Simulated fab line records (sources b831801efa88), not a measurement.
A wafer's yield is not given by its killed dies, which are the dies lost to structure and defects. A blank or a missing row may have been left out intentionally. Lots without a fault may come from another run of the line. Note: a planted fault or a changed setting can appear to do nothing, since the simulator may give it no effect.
A struck lot beside a sound one -- flow sky130 -- 15 out of 708 route steps
Sound: wafers L325.3, L325.4, L325.5. Wafers struck: L335.3, L335.4, L335.6. The cause is named last.
Each step with rows lists, per side, the tool, then ch with its chambers, then its first start. Under that, the readings that differ: sound wafers -- struck wafers -- difference of the means -- sigmas: that difference in standard deviations of wafers without a fault.
alike: a reading whose means differ by less than 2 such deviations, as well as words and numbers matching on both sides. not compared: withheld readings; readings where some wafer has no value; bounds like >300 that might hide an equal value; numbers whose values overlap and for which the record gives no deviation.
Wherever a step has rows on one side only, a row that says differs or no value, or a row with sigmas, the two part there. When numbers do not overlap yet have no deviation, they are printed without sigmas and do not part them. Lack of a reading on every wafer of one side parts them only where that side has two or more wafers.

SKY_FIELD_ISO_THK_MEAS_02:
  sound on film_metro-01 at day 2 23:36; struck on film_metro-01 at day 5 00:39
  alike: FIELD_ISO_OXIDATION_00_THK
then, 1 step without rows for these wafers: SKY_FIELD_ISO_CVD_03 (deposits Si3N4 from DCS/NH3, target thk 165 nm, time 2830 s).
SKY_FIELD_ISO_THK_MEAS_04:
  sound on film_metro-02 at day 3 01:27; struck on film_metro-01 at day 5 03:08
reading,sound,struck,difference,sigmas
FIELD_ISO_CVD_03_THK (nm),168.1 167.9 166.4,164.5 165.0 164.3,-2.9,-2
then, 8 steps without rows for these wafers: SKY_FIELD_ISO_DEHYDRATE_05 (time 60 s); SKY_FIELD_ISO_HMDS_06 (prime time 60 s); SKY_FIELD_ISO_COAT_07 (resist thk 60 nm); SKY_FIELD_ISO_COAT_08 (resist thk 450 nm); SKY_FIELD_ISO_SOFTBAKE_09 (time 90 s); SKY_FIELD_ISO_EXPOSE_10 (exposes mask FOM, target cd 150 nm); SKY_FIELD_ISO_PEB_11; SKY_FIELD_ISO_DEVELOP_12 (develop time 60 s).
SKY_FIELD_ISO_CD_MEAS_13 targets a cd of 150 nm.
  sound on cd_sem-01 at day 3 16:56; struck on cd_sem-02 at day 5 20:32
  alike: cd_nm
SKY_FIELD_ISO_ETCH_14: etches BARC in N2/H2, stops on SiO2, time 45.9 s, target depth 60 nm.
  sound on rie_diel-01 ch 0,1,3, day 3 17:01; struck on rie_diel-03 ch 0,2, day 5 20:37
reading,sound,struck,difference,sigmas
oes_product_au (a.u.),0.858 0.858 0.859,0.904 0.913 0.917,+0.053,+11
run_length_s (s),73.4 74.0 74.6,71.0 71.4 70.7,-3.0,-8
model.KrF-thick_of_FIELD_ISO_COAT_08.thk_nm (nm),393.3 393.4 393.5,394.8 395 394.8,+1.5,
  alike: drypump_motor_current_A, throttle_valve_pct
  not compared: rf_hours_counter_h
SKY_FIELD_ISO_ETCH_15: etches the open film in CHF3/O2, stops on Si, target depth 180 nm, time 72 s.
  sound on rie_diel-01 ch 0,1,3, day 3 17:04; struck on rie_diel-03 ch 0,2, day 5 20:40
  alike: O2_flow_sccm, drypump_motor_current_A, oes_product_au, run_length_s, throttle_valve_pct
  not compared: rf_hours_counter_h
-- a jump in the record: the struck wafers' starts before and after are 44 days apart (it breaks off in module FIELD_ISO and resumes in module PAD_OPEN, where the first step shown is number 708 of the route) --
SKY_PAD_OPEN_PROBE_99:
  record: rows for the struck wafers here (prober-02, day 49 22:17), none for the sound ones

== WHERE THEY PART ==
Last at SKY_PAD_OPEN_PROBE_99 as far as this record goes, first at SKY_FIELD_ISO_THK_MEAS_04.

WHY: whatever the simulator had introduced
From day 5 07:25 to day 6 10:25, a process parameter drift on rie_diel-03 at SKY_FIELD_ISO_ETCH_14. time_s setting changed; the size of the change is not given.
